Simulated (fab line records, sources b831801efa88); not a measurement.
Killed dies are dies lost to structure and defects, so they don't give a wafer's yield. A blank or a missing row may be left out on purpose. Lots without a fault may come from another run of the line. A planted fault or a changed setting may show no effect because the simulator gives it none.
Which tool did it? | flow gf180mcu | 13 lots, 39 wafers sampled, at 5 steps of a route of 602

WHAT THE GAUGES READ, wafer by wafer
GF_NWELL_OVL_MEAS_07. Usual: NWELL_OVL 0.4 nm, standard deviation 1.5.
lot  | measured    | on         | NWELL_OVL (nm) | flag
L874 | day 3 18:44 | overlay-02 | -0.3 1.2 0.0   |
L875 | day 3 22:26 | overlay-02 | -1.3 1.9 -0.2  |
L876 | day 4 04:32 | overlay-02 | 2.8 2.1 1.2    |
L880 | day 5 02:30 | overlay-01 | - - -          | OFF
L884 | day 6 01:44 | overlay-02 | -0.6 1.0 -1.6  |
L885 | day 6 04:47 | overlay-01 | 0.5 -0.7 0.9   |
L887 | day 6 17:50 | overlay-01 | 1.3 1.4 0.2    |
L890 | day 7 08:59 | overlay-02 | 0.1 2.3 0.6    |
L891 | day 7 15:44 | overlay-02 | -0.9 -0.4 0.1  |
L892 | day 7 23:29 | overlay-02 | 0.4 -0.4 1.1   |
L893 | day 8 03:44 | overlay-01 | 3.7 4.6 3.4    |
L894 | day 8 08:29 | overlay-01 | 2.5 1.5 0.7    |
L895 | day 8 12:41 | overlay-01 | -0.1 -0.9 -2.5 |

GF_NWELL_TW_MEAS_11. Usual: NWELL_TW 1558, standard deviation 10.
lot  | measured    | on            | NWELL_TW       | flag
L874 | day 3 19:10 | film_metro-04 | 1553 1555 1564 |
L875 | day 3 22:52 | film_metro-04 | 1560 1559 1565 |
L876 | day 4 04:58 | film_metro-03 | 1553 1545 1551 |
L880 | day 5 02:57 | film_metro-01 | 30 30 30       | OFF
L884 | day 6 02:10 | film_metro-03 | 1551 1562 1545 |
L885 | day 6 05:13 | film_metro-03 | 1549 1556 1559 |
L887 | day 6 18:16 | film_metro-01 | 1582 1582 1582 |
L890 | day 7 09:26 | film_metro-03 | 1550 1557 1549 |
L891 | day 7 16:10 | film_metro-01 | 1572 1579 1579 |
L892 | day 7 23:55 | film_metro-04 | 1547 1551 1546 |
L893 | day 8 04:11 | film_metro-04 | 1554 1552 1547 |
L894 | day 8 08:55 | film_metro-04 | 1552 1547 1557 |
L895 | day 8 13:07 | film_metro-04 | 1553 1547 1552 |

GF_HV_LDD_CD_MEAS_07: target cd 400 nm. Usual: cd_nm 399.8 nm, standard deviation 2.2.
lot  | measured     | on        | cd_nm (nm)        | flag
L874 | day 10 12:08 | cd_sem-01 | 399.4 402.2 401.2 |
L875 | day 10 19:32 | cd_sem-01 | 404.4 403.1 402.2 |
L876 | day 11 02:53 | cd_sem-02 | 400.9 404.0 399.8 |
L880 | day 12 10:15 | cd_sem-02 | 396.1 396.9 396.5 |
L884 | day 13 17:14 | cd_sem-02 | 397.7 397.3 399.4 |
L885 | day 13 23:53 | cd_sem-02 | 395.6 396.7 397.8 |
L887 | day 14 15:14 | cd_sem-02 | 400.3 401.4 401.4 |
L890 | day 15 10:30 | cd_sem-02 | 398.8 399.8 399.6 |
L891 | day 15 21:44 | cd_sem-02 | 397.0 398.4 398.0 |
L892 | day 16 05:35 | cd_sem-02 | 395.6 396.1 399.0 |
L893 | day 16 13:34 | cd_sem-01 | 399.8 399.0 399.2 |
L894 | day 16 21:17 | cd_sem-02 | 396.3 397.9 396.9 |
L895 | day 17 00:32 | cd_sem-02 | 398.7 398.4 401.8 |

GF_SAB_OVL_MEAS_10. Usual: SAB_OVL -0.2 nm, standard deviation 1.4.
lot  | measured     | on         | SAB_OVL (nm)   | flag
L874 | day 15 18:23 | overlay-01 | -0.7 0.5 -0.1  |
L875 | day 16 02:47 | overlay-01 | -1.1 -0.6 0.5  |
L876 | day 16 11:20 | overlay-02 | -0.5 0.2 1.2   |
L880 | day 18 02:22 | overlay-01 | -1.1 -1.8 -0.6 |
L884 | day 19 13:47 | overlay-02 | -0.5 2.4 2.2   |
L885 | day 19 21:14 | overlay-01 | 0.7 -0.4 -0.3  |
L887 | day 20 16:14 | overlay-02 | -1.2 -0.7 -1.0 |
L890 | day 21 14:15 | overlay-02 | 1.3 -1.2 -1.8  |
L891 | day 22 00:41 | overlay-02 | -1.7 -1.8 -2.5 |
L892 | day 22 08:21 | overlay-02 | -0.5 -0.4 0.8  |
L893 | day 22 14:13 | overlay-01 | 1.0 1.3 0.2    |
L894 | day 23 00:28 | overlay-02 | 0.4 -0.8 -1.4  |
L895 | day 23 06:55 | overlay-02 | -1.7 -1.6 0.4  |

WHICH TOOL RAN EACH LOT (tool, then ch and the chambers of the sampled wafers, then the start)
lot  | GF_NWELL_EXPOSE_04
L874 | iline_stepper-02 ch 0, day 3 12:15
L875 | iline_stepper-01 ch 0, day 3 16:37
L876 | iline_stepper-02 ch 0, day 3 22:18
L880 | iline_stepper-02 ch 0, day 4 19:26
L884 | iline_stepper-02 ch 0, day 5 18:45
L885 | iline_stepper-02 ch 0, day 5 21:26
L887 | iline_stepper-01 ch 0, day 6 10:45
L890 | iline_stepper-02 ch 0, day 7 01:29
L891 | iline_stepper-02 ch 0, day 7 08:20
L892 | iline_stepper-01 ch 0, day 7 15:28
L893 | iline_stepper-01 ch 0, day 7 19:53
L894 | iline_stepper-02 ch 0, day 8 00:20
L895 | iline_stepper-02 ch 0, day 8 04:22
- GF_NWELL_EXPOSE_04: exposes mask Nwell, target cd 860 nm.

WHAT THE TOOLS THEMSELVES READ (means of the sampled wafers that have a number; where no wafer has one, the mark that the record gives instead)
The record holds no such reading with a usual standard deviation.

THE ANSWER, worked out from the rows above alone
Rule: a lot is off if the mean of its wafers that have a number lies more than 3 standard deviations from the usual mean. A lot without any number at a reading at which 4 lots or more have one is off too. The other lots that the step has rows for count as sound. The gauges are gone through in route order, then the tools' own readings, and for those a lot's mean is taken as printed above. The first step at which some lot is off is used, and at that step the reading that is off furthest; a lot without a number counts as furthest.
Off: L880, at GF_NWELL_OVL_MEAS_07 (NWELL_OVL). Without a number there: L880.
A tool fits if, at a process step before that reading, it ran every lot that is off, and no sound lot after the first of them. The gauges at GF_NWELL_OVL_MEAS_07 aren't tried: what is off there is off at GF_NWELL_TW_MEAS_11 too, on other tools, and a gauge's error can't cause that. None of those tried fits.

WHAT THE SIMULATOR HAD PUT IN
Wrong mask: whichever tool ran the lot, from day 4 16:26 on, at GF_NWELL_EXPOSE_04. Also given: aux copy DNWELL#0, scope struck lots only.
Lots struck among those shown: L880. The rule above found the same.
